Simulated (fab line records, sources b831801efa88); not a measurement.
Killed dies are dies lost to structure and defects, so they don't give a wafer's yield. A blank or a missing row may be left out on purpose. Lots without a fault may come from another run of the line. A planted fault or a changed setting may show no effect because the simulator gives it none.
fab line records | flow gf180mcu
record lots=5 wafers=23
route steps=602 shown M5@531 V5@561 TOP_METAL@580 PASSIVATION@598
start_h: hours from the record's first day to the start of the lot's first wafer shown | wait_h: hours since the lot's step before | " the same as in the row above | L1.1+2: a row that stands for several wafers | - no value, or no start given | * or withheld: withheld | < > ~ a bound
route shown NAME@n: a module of which the file shows steps, and the number in the route of the first | usual: mean/standard deviation of fault-free wafers | same: alike in all rows | chamber/n: place in a boat | sites: the reading at each site | _std_site: their standard deviation | _edge_site: outer sites' mean less inner sites' | radius_mm: how far each site lies from the wafer's centre | mask NAME#n: copy n | behind: the tool/chamber that last shaped the wafer | hold: why the lot was held/for how many hours/how that ended | device: the transistor (n, p or np) that didn't switch | end of line: the same wafers' tests at the end of the route | a step without rows: its recipe alone | killed: dies lost to structure and defects at the first sort, not the wafer's yield | map: a wafer's dies, x killed, . not, _ none there
set.NAME: the setting as run; set.NAME@STEP: as run at that earlier step | model.NAME: the simulator's own value behind a step, which no gauge read
lots whose settings were changed on purpose; a table a step, a row a wafer
## steps
# step GF_M5_PEB_05
# recipe peb_temp_c=135 peb_time_s=90 resist=KrF
# columns lot.wafer tool chamber start_h wait_h set.peb_temp_c
L077.4+5+6 litho_track-04 0 - - 135
L081.1+3+6 litho_track-01 0 - - 133
L081.2+5 " 0 " " 135
L080.1+4 litho_track-03 0 - - 135
L080.2+3+6 " 0 " " 137.8
L083.1+2+3 litho_track-01 0 - - 135
L083.4+5 " 0 " " 133.1
L084.1+3+4 litho_track-04 0 - - 132
L084.2+5 " 0 " " 135
# step GF_M5_DEVELOP_06
# recipe develop_time_s=60 dev_temp_c=21
# step GF_M5_CD_MEAS_07
# recipe target_cd_nm=280
# usual cd_nm=279.8/1.3
# columns lot.wafer tool chamber start_h wait_h set.peb_temp_c@M5_PEB_05 cd_nm
L077.4 cd_sem-02 - 633.37 0.1 135 280.8
L077.5 " - " " 135 281.5
L077.6 " - " " 135 280.7
L081.1 cd_sem-01 - 665.18 0.1 133 285.4
L081.2 " - " " 135 281.4
L081.3 " - " " 133 285.3
L081.5 " - " " 135 278.9
L081.6 " - " " 133 285.7
L080.1 cd_sem-02 - 670.66 0.1 135 276.8
L080.2 " - " " 137.8 270.0
L080.3 " - " " 137.8 270.2
L080.4 " - " " 135 279.3
L080.6 " - " " 137.8 273.7
L083.1 cd_sem-02 - 679.13 0.1 135 279.7
L083.2 " - " " 135 278.8
L083.3 " - " " 135 280.5
L083.4 " - " " 133.1 286.7
L083.5 " - " " 133.1 284.9
L084.1 cd_sem-01 - 685.16 0.1 132 289.2
L084.2 " - " " 135 281.5
L084.3 " - " " 132 289.3
L084.4 " - " " 132 291.0
L084.5 " - " " 135 279.2
# step GF_M5_ETCH_09
# recipe chemistry=CF4/O2 target=Si3N4 target_depth_nm=52 source_w=800 bias_w=150 pressure_mtorr=150 cf4_flow_sccm=80 O2_flow_sccm=10 time_s=11.6
# columns lot.wafer tool chamber start_h wait_h set.peb_temp_c@M5_PEB_05 model.M5.cd_nm
L077.4 rie_diel-02 3 633.46 0.0 135 281
L077.5 " 0 " " 135 281.8
L077.6 " 1 " " 135 281.2
L081.1 rie_diel-03 2 665.33 0.0 133 285.2
L081.2 " 3 " " 135 280.1
L081.3 " 1 " " 133 284.7
L081.5 " 0 " " 135 278.8
L081.6 " 3 " " 133 284.8
L080.1 rie_diel-02 2 670.82 0.0 135 277.2
L080.2 " 0 " " 137.8 270.7
L080.3 " 1 " " 137.8 270.9
L080.4 " 3 " " 135 279.4
L080.6 " 1 " " 137.8 274.3
L083.1 rie_diel-04 3 679.28 0.0 135 279.4
L083.2 " 0 " " 135 279.7
L083.3 " 1 " " 135 280
L083.4 " 2 " " 133.1 286.5
L083.5 " 0 " " 133.1 285.6
L084.1 rie_diel-04 0 685.31 0.0 132 290.2
L084.2 " 2 " " 135 281.2
L084.3 " 3 " " 132 289.4
L084.4 " 0 " " 132 291.9
L084.5 " 2 " " 135 279.6
# step GF_M5_METAL_ETCH_10
# recipe chemistry=Cl2/BCl3 mask_material=KrF target_depth_nm=627.5 stop_on=SiO2 pressure_mtorr=8 icp_w=800 bias_w=140 Cl2_flow_sccm=80 bcl3_flow_sccm=40 time_s=99.81
# columns lot.wafer tool chamber start_h wait_h set.peb_temp_c@M5_PEB_05 model.M5.cd_nm
L077.4 rie_metal-03 0 633.60 0.1 135 281.1
L077.5 " 0 " " 135 281.4
L077.6 " 0 " " 135 284.4
L081.1 rie_metal-01 1 665.35 0.0 133 288.4
L081.2 " 0 " " 135 279.1
L081.3 " 0 " " 133 282.8
L081.5 " 0 " " 135 277.2
L081.6 " 1 " " 133 286.5
L080.1 rie_metal-03 1 670.84 0.0 135 280.8
L080.2 " 0 " " 137.8 264.7
L080.3 " 0 " " 137.8 266.4
L080.4 " 1 " " 135 282.2
L080.6 " 0 " " 137.8 271.5
L083.1 rie_metal-03 0 679.30 0.0 135 278.3
L083.2 " 1 " " 135 283.6
L083.3 " 0 " " 135 280.1
L083.4 " 1 " " 133.1 287.6
L083.5 " 0 " " 133.1 283.4
L084.1 rie_metal-03 0 685.34 0.0 132 286.8
L084.2 " 1 " " 135 283.4
L084.3 " 0 " " 132 287.6
L084.4 " 1 " " 132 290.1
L084.5 " 1 " " 135 279.2
# step GF_M5_STRIP_11
# recipe chemistry=O2/N2 power_w=1400 pressure_mtorr=1500 platen_temp_c=250 o2_flow_sccm=3000 n2_flow_sccm=300 overash_fraction=0.5
# usual oes_product_au=0.549/0.005 strip_time_to_endpoint_s=7.64/0.042
# columns lot.wafer tool chamber start_h wait_h set.resist_thk_nm@M5_COAT_02 oes_product_au strip_time_to_endpoint_s
L077.4 plasma_asher-04 0 633.74 0.1 1000 0.551 7.66
L077.5 " 0 " " 1000 0.549 7.71
L077.6 " 1 " " 1000 0.551 7.67
L081.1 plasma_asher-04 1 665.47 0.1 1000 0.548 7.63
L081.2 " 0 " " 1042 0.573 8.11
L081.3 " 1 " " 1000 0.558 7.69
L081.5 " 0 " " 1000 0.552 7.68
L081.6 " 1 " " 1042 0.569 8.04
L080.1 plasma_asher-01 0 670.95 0.1 945 0.528 7.04
L080.2 " 1 " " 945 0.517 7.06
L080.3 " 1 " " 945 0.526 7.07
L080.4 " 0 " " 1000 0.539 7.59
L080.6 " 1 " " 1000 0.547 7.63
L083.1 plasma_asher-04 1 679.42 0.1 964.2 0.542 7.36
L083.2 " 0 " " 964.2 0.532 7.28
L083.3 " 0 " " 1000 0.549 7.68
L083.4 " 1 " " 1000 0.559 7.63
L083.5 " 0 " " 1000 0.538 7.68
L084.1 plasma_asher-01 1 685.45 0.1 1000 0.555 7.63
L084.2 " 0 " " 1000 0.548 7.52
L084.3 " 1 " " 964.9 0.530 7.28
L084.4 " 0 " " 1000 0.546 7.57
L084.5 " 1 " " 964.9 0.534 7.23
# step GF_V5_SPUTTER_21
# recipe material=Ti target_thk_nm=15 chamber_pressure_pa=5 power_w=2500 substrate_temp_c=200 time_s=80.02
# columns lot.wafer tool chamber start_h wait_h set.power_w model.Ti_of_V5_SPUTTER_21.thk_nm
L077.4 pvd_sputter-01 - 655.86 0.0 2500 14.98
L077.5 " - " " 2500 15.18
L077.6 " - " " 2500 15.01
L081.1 pvd_sputter-02 - 686.62 0.0 2500 14.96
L081.2 " - " " 2500 15.15
L081.3+6 " - " " 2781 16.72
L081.5 " - " " 2781 16.76
L080.1 pvd_sputter-02 - 692.26 0.0 2260 13.6
L080.2 " - " " 2260 13.77
L080.3 " - " " 2500 15.28
L080.4 " - " " 2260 13.89
L080.6 " - " " 2500 15.47
L083.1 pvd_sputter-02 - 700.42 0.0 2500 15.33
L083.2 " - " " 2500 14.99
L083.3 " - " " 2500 15.31
L083.4 " - " " 2500 15.28
L083.5 " - " " 2500 14.96
L084.1 pvd_sputter-01 - 705.95 0.0 2592 15.45
L084.2 " - " " 2592 15.67
L084.3 " - " " 2500 15.28
L084.4 " - " " 2500 14.97
L084.5 " - " " 2500 15.25
# step GF_TOP_METAL_DEVELOP_13
# recipe develop_time_s=60 dev_temp_c=23
# columns lot.wafer tool chamber start_h wait_h set.develop_time_s
L077.4+5+6 litho_track-02 0 675.89 0.1 60
L081.1+2+5 litho_track-04 0 705.81 0.1 65.72
L081.3+6 " 0 " " 60
L080.1+2 litho_track-03 0 711.91 0.1 66.42
L080.3+4+6 " 0 " " 60
L083.1+2+5 litho_track-02 0 718.96 0.1 68.5
L083.3+4 " 0 " " 60
L084.1+4+5 litho_track-02 0 723.96 0.1 65.93
L084.2+3 " 0 " " 60
# step GF_TOP_METAL_CD_MEAS_14
# recipe target_cd_nm=440
# usual cd_nm=439.3/2
# columns lot.wafer tool chamber start_h wait_h set.develop_time_s@TOP_METAL_DEVELOP_13 cd_nm
L077.4 cd_sem-02 - 676.02 0.1 60 441.4
L077.5 " - " " 60 441.3
L077.6 " - " " 60 439.7
L081.1 cd_sem-02 - 705.96 0.1 65.72 430.6
L081.2 " - " " 65.72 432.7
L081.3 " - " " 60 440.5
L081.5 " - " " 65.72 431.2
L081.6 " - " " 60 437.7
L080.1 cd_sem-01 - 712.06 0.1 66.42 433.6
L080.2 " - " " 66.42 433.6
L080.3 " - " " 60 445.0
L080.4 " - " " 60 442.5
L080.6 " - " " 60 440.9
L083.1 cd_sem-01 - 719.11 0.1 68.5 430.6
L083.2 " - " " 68.5 426.4
L083.3 " - " " 60 440.1
L083.4 " - " " 60 440.8
L083.5 " - " " 68.5 426.2
L084.1 cd_sem-02 - 724.11 0.1 65.93 430.5
L084.2 " - " " 60 441.0
L084.3 " - " " 60 438.9
L084.4 " - " " 65.93 431.1
L084.5 " - " " 65.93 431.3
# step GF_PASSIVATION_ETCH_11
# recipe chemistry=CF4/O2 target_depth_nm=1800 stop_on=TiN source_w=800 bias_w=150 pressure_mtorr=150 cf4_flow_sccm=80 O2_flow_sccm=10 time_s=400
# columns lot.wafer tool chamber start_h wait_h set.source_w model.coat_of_PASSIVATION_COAT_06.thk_nm
L077.4 rie_diel-01 0 696.31 - 800 2779
L077.5 " 2 " " 800 2812
L077.6 " 3 " " 800 2788
L081.1 rie_diel-03 2 724.63 - 800 2778
L081.2 " 0 " " 719.8 2892
L081.3 " 3 " " 719.8 2928
L081.5 " 2 " " 800 2771
L081.6 " 3 " " 800 2827
L080.1 rie_diel-04 2 731.46 - 847.7 2717
L080.2 " 3 " " 800 2799
L080.3 " 0 " " 847.7 2708
L080.4 " 2 " " 847.7 2738
L080.6 " 0 " " 800 2781
L083.1 rie_diel-01 0 738.26 - 800 2752
L083.2 " 1 " " 752.1 2837
L083.3 " 2 " " 752.1 2855
L083.4 " 3 " " 800 2768
L083.5 " 3 " " 800 2776
L084.1 rie_diel-03 2 742.46 - 800 2790
L084.2 " 1 " " 800 2804
L084.3 " 3 " " 800 2829
L084.4 " 0 " " 800 2803
L084.5 " 3 " " 800 2821
# step GF_PASSIVATION_STRIP_12
# recipe chemistry=O2/N2 power_w=1400 pressure_mtorr=1547 platen_temp_c=250 o2_flow_sccm=3000 n2_flow_sccm=300 overash_fraction=0.5
# usual strip_time_to_endpoint_s=34.41/0.2
# columns lot.wafer tool chamber start_h wait_h set.source_w@PASSIVATION_ETCH_11 strip_time_to_endpoint_s
L077.4 plasma_asher-04 1 696.59 0.2 800 34.24
L077.5 " 1 " " 800 34.63
L077.6 " 0 " " 800 34.34
L081.1 plasma_asher-01 1 724.86 0.1 800 34.25
L081.2 " 0 " " 719.8 35.54
L081.3 " 0 " " 719.8 35.97
L081.5 " 0 " " 800 34.17
L081.6 " 1 " " 800 34.81
L080.1 plasma_asher-04 1 731.69 0.1 847.7 33.58
L080.2 " 0 " " 800 34.48
L080.3 " 1 " " 847.7 33.45
L080.4 " 0 " " 847.7 33.81
L080.6 " 0 " " 800 34.25
L083.1 plasma_asher-04 1 738.50 0.1 800 33.92
L083.2 " 0 " " 752.1 34.93
L083.3 " 0 " " 752.1 35.09
L083.4 " 1 " " 800 34.10
L083.5 " 1 " " 800 34.21
L084.1 plasma_asher-03 0 742.70 0.1 800 34.38
L084.2 " 1 " " 800 34.56
L084.3 " 0 " " 800 34.83
L084.4 " 1 " " 800 34.54
L084.5 " 0 " " 800 34.73
## key
split step=GF_M5_PEB_05 setting=peb_temp_c stated=135 by=wafer
response step=GF_M5_CD_MEAS_07 reading=cd_nm change=-3.83 per=1% r=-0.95
response step=GF_M5_ETCH_09 reading=model.M5.cd_nm change=-3.93 per=1% r=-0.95
response step=GF_M5_METAL_ETCH_10 reading=model.M5.cd_nm change=-4.65 per=1% r=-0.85
split step=GF_V5_SPUTTER_21 setting=power_w stated=2500 by=wafer
response step=GF_V5_SPUTTER_21 reading=model.Ti_of_V5_SPUTTER_21.thk_nm change=+0.155 per=1% r=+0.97
split step=GF_TOP_METAL_DEVELOP_13 setting=develop_time_s stated=60 by=wafer
response step=GF_TOP_METAL_CD_MEAS_14 reading=cd_nm change=-0.873 per=1% r=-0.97
split step=GF_PASSIVATION_ETCH_11 setting=source_w stated=800 by=wafer
response step=GF_PASSIVATION_ETCH_11 reading=model.coat_of_PASSIVATION_COAT_06.thk_nm change=-12.1 per=1% r=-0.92
response step=GF_PASSIVATION_STRIP_12 reading=strip_time_to_endpoint_s change=* per=1% r=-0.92
split outside_this_file step=GF_M5_COAT_02 setting=resist_thk_nm
# split outside_this_file: this setting was split too, and the file shows its column; the key of that split is in another file
